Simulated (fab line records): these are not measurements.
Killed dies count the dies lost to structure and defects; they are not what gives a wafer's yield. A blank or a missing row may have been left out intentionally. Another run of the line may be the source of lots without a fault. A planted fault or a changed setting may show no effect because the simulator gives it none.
Shared-tool check    flow sky130    Sampled: 10 lots, 30 wafers

== WHY THIS WAS OPENED ==
Of 10 lots, 2 have the reading SD_N_RS flagged at SKY_SD_N_RS_MEAS_16. Wafers without a fault read 68.56 ohm/sq, standard deviation 0.1.
Rule: flag the lot when none of its wafers has a number, or when each of its wafers that has one lies beyond 4 standard deviations from that mean. The other lots count as sound.

lot   measured      on            SD_N_RS (ohm/sq), wafer by wafer  flag
L202  day 28 23:53  filmMetro-03  68.51 68.54 68.51                 
L203  day 30 01:04  filmMetro-03  72.10 72.18 72.31                 FLAGGED
L205  day 30 12:42  filmMetro-03  72.14 72.05 72.34                 FLAGGED
L206  day 31 08:11  filmMetro-03  68.60 68.67 68.65                 
L213  day 33 14:11  filmMetro-04  68.84 68.71 68.61                 
L215  day 33 18:01  filmMetro-03  68.48 68.56 68.50                 
L216  day 33 21:55  filmMetro-03  68.58 68.44 68.47                 
L217  day 34 03:33  filmMetro-01  68.49 68.47 68.47                 
L218  day 34 08:34  filmMetro-03  68.55 68.66 68.72                 
L221  day 35 10:29  filmMetro-03  68.46 68.59 68.46                 
Average over the flagged lots: 72.19 ohm/sq; offset from the usual +3.63 ohm/sq, equal to +36 standard deviations.

== LOT BY LOT: THE TOOL USED ==
The record holds 2 process steps before the reading, out of a route of 708 steps. Each cell gives the tool, then ch followed by the chambers the sampled wafers passed through, then the start.
lot   flag     SKY_SD_N_IMPLANT_09              SKY_SD_N_STRIP_11
L202           implanter-03 ch 0, day 28 23:13  plasmaAsher-01 ch 0,1, day 28 23:29
L203  FLAGGED  implanter-03 ch 0, day 30 00:23  plasmaAsher-02 ch 0,1, day 30 00:41
L205  FLAGGED  implanter-03 ch 0, day 30 12:01  plasmaAsher-02 ch 0,1, day 30 12:17
L206           implanter-04 ch 0, day 31 07:31  plasmaAsher-01 ch 0, day 31 07:47
L213           implanter-03 ch 0, day 33 13:31  plasmaAsher-01 ch 0,1, day 33 13:47
L215           implanter-01 ch 0, day 33 17:20  plasmaAsher-01 ch 0,1, day 33 17:37
L216           implanter-04 ch 0, day 33 21:13  plasmaAsher-01 ch 0,1, day 33 21:31
L217           implanter-01 ch 0, day 34 02:52  plasmaAsher-01 ch 0,1, day 34 03:10
L218           implanter-04 ch 0, day 34 07:53  plasmaAsher-01 ch 0,1, day 34 08:11
L221           implanter-03 ch 0, day 35 09:49  plasmaAsher-02 ch 0,1, day 35 10:06
These steps, and what they do:
- SKY_SD_N_IMPLANT_09
- SKY_SD_N_STRIP_11: strips in O2/N2.
- SKY_SD_N_RS_MEAS_16: measures by four-point-probe.

== FLAGGED AGAINST TOTAL, ONE TOOL AT A TIME (gauges that did the reading follow at the end) ==
step                 tool            lots run  flagged  share of the flagged lots  sound lots run after its first flagged lot
SKY_SD_N_IMPLANT_09  implanter-01    2         0        none                       -
SKY_SD_N_IMPLANT_09  implanter-03    5         2        all                        2 (L213,L221)
SKY_SD_N_IMPLANT_09  implanter-04    3         0        none                       -
SKY_SD_N_STRIP_11    plasmaAsher-01  7         0        none                       -
SKY_SD_N_STRIP_11    plasmaAsher-02  3         2        all                        1 (L221)
SKY_SD_N_RS_MEAS_16  filmMetro-01    1         0        none                       -
SKY_SD_N_RS_MEAS_16  filmMetro-03    8         2        all                        5 (L206,L215,L216,L218,L221)
SKY_SD_N_RS_MEAS_16  filmMetro-04    1         0        none                       -

== THE TABLE: WHAT IT ALLOWS ==
All flagged lots were run by 3 table rows, namely implanter-03 at SKY_SD_N_IMPLANT_09, plasmaAsher-02 at SKY_SD_N_STRIP_11, filmMetro-03 at SKY_SD_N_RS_MEAS_16.
- implanter-03 at SKY_SD_N_IMPLANT_09 ran 5 lots, 2 of them flagged. Sound lots ran on it after the first flagged one (L213, L221), which a lasting fault on the whole tool wouldn't allow. Its own readings lie more than 4 standard deviations out on every wafer of the flagged lots: beamEnergyKeV.
- plasmaAsher-02 at SKY_SD_N_STRIP_11 ran 3 lots, 2 of them flagged. Sound lots ran on it after the first flagged one (L221), which a lasting fault on the whole tool wouldn't allow. Its own readings lie more than 4 standard deviations out on every wafer of the flagged lots: stripTimeToEndpointS.
- filmMetro-03 at SKY_SD_N_RS_MEAS_16 ran 8 lots, 2 of them flagged. Sound lots ran on it after the first flagged one (L206, L215, L216, L218, L221), which a lasting fault on the whole tool wouldn't allow.
Not one row of the table ran every flagged lot while running no sound lot after the first.

== WHAT THE SIMULATOR PUT IN ==
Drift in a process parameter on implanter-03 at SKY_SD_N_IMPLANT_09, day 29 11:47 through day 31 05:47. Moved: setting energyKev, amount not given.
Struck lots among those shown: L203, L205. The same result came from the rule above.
